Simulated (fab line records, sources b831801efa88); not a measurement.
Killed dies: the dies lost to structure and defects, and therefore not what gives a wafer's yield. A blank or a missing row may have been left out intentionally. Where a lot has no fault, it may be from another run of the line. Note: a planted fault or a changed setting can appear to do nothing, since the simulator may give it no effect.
Matching of chambers | flow gf180mcu | cmp-02 running GF_V1_CMP_04: 4 sister chambers
The step polishes SiO2. 14 wafers are shown with their chamber, then 7 later ones without.

EACH WAFER AND ITS CHAMBER
wafer  | chamber | motorCurrentA (A) | timeToEndpointS (s)
L927.2 | 0       | 12.8              | 70
L927.3 | 1       | 13.3              | 70
L927.5 | 2       | 13.8              | 84
L932.2 | 1       | 13.7              | 72
L932.4 | 0       | 13.0              | 84
L932.5 | 2       | 13.1              | 83
L939.2 | 0       | 12.5              | 81
L939.3 | 1       | 13.8              | 76
L939.5 | 0       | 12.5              | 89
L940.1 | 0       | 12.5              | 75
L940.3 | 3       | 12.5              | 83
L940.6 | 0       | 11.9              | 84
L945.1 | 0       | 12.0              | 81
L945.2 | 2       | 13.4              | 81

SIGNATURES (means of the wafers above)
reading         | chamber 0 | chamber 1 | chamber 2 | chamber 3 | scatter within a chamber
motorCurrentA   | 12.457    | 13.600    | 13.433    | 12.500    | 0.364
timeToEndpointS | 80.57     | 72.67     | 82.67     | 83.00     | 5.11
Rule: distance of a wafer from a chamber = root of the sum over the readings of ((wafer's reading minus chamber's mean) / reading's scatter) squared. The wafer belongs to the nearest chamber; if the next one is less than 2 further off, it can't be placed. The scatter is the square root of a quotient: the sum, over the shown wafers, of each reading's squared deviation from its chamber's mean, divided by wafers minus chambers.

WAFERS MISSING THEIR CHAMBER
wafer  | motorCurrentA (A) | timeToEndpointS (s)
L945.4 | 14.2              | 83
L946.3 | 13.6              | 67
L946.4 | 12.1              | 73
L946.5 | 12.5              | 73
L947.2 | 13.9              | 74
L947.4 | 12.3              | 82
L947.6 | 14.4              | 75

WHICH CHAMBER EACH ONE RAN IN
wafer  | from the rows above               | in truth
L945.4 | can't be placed: 2 or 1           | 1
L946.3 | can't be placed: 1 or 2           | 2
L946.4 | can't be placed: 0 or 3           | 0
L946.5 | can't be placed: 0 or 3 or 1 or 2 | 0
L947.2 | can't be placed: 1 or 2           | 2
L947.4 | can't be placed: 0 or 3           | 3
L947.6 | can't be placed: 1 or 2           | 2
Placed correctly: 0 of 7. Cannot be placed on the basis of these rows: 7; the candidates contain the true chamber in 7. Number placed wrongly: 0.
